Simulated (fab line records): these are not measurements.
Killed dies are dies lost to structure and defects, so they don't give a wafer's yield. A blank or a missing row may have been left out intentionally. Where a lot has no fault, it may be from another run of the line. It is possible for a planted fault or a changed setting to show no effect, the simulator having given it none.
Chamber matching | flow sfqLine | SFQ_TRILAYER_I7_CMP_CMP_184 on cmp-02 has 4 sister chambers
The step polishes SiO2. 8 wafers are shown with their chamber, then 7 later ones without.

WAFERS PAIRED WITH THEIR CHAMBERS
wafer  | chamber | motorCurrentA (A) | timeToEndpointS (s)
L848.6 | 3       | 11.3              | 210
L851.2 | 0       | 10.0              | 225
L851.1 | 3       | 11.4              | 212
L853.5 | 1       | 10.0              | 216
L853.6 | 0       | 10.3              | 219
L855.1 | 2       | 7.9               | 218
L855.4 | 1       | 10.3              | 226
L855.6 | 2       | 8.4               | 223

WAFERS MISSING THEIR CHAMBER
wafer  | motorCurrentA (A) | timeToEndpointS (s)
L861.3 | 10.0              | 246
L866.2 | 11.6              | 212
L866.4 | 7.8               | 223
L866.6 | 11.5              | 224
L868.2 | 7.8               | 210
L868.3 | 10.9              | 219
L868.5 | 8.2               | 221

CHAMBER TAKEN BY EACH
wafer  | from the rows above          | in truth
L861.3 | can't be placed: 0 or 1      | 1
L866.2 | 3                            | 3
L866.4 | 2                            | 2
L866.6 | 3                            | 3
L868.2 | 2                            | 2
L868.3 | can't be placed: 3 or 1 or 0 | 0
L868.5 | 2                            | 2
Correctly placed: 5 of 7. Cannot be placed on the basis of these rows: 2; the candidates contain the true chamber in 2. Wrongly placed: 0.
How it was worked out, from the rows above alone: a wafer's distance from a chamber is the root of the sum, over the readings, of the square of ((its reading less the chamber's mean) divided by the reading's scatter). If the next closest chamber is less than 2 further off than the closest, the wafer can't be placed; otherwise it belongs to the closest. A chamber's mean is the mean of its shown wafers. The scatter: the root of (the sum of the squares of (reading less its chamber's mean) over the shown wafers, divided by (wafers less chambers)).
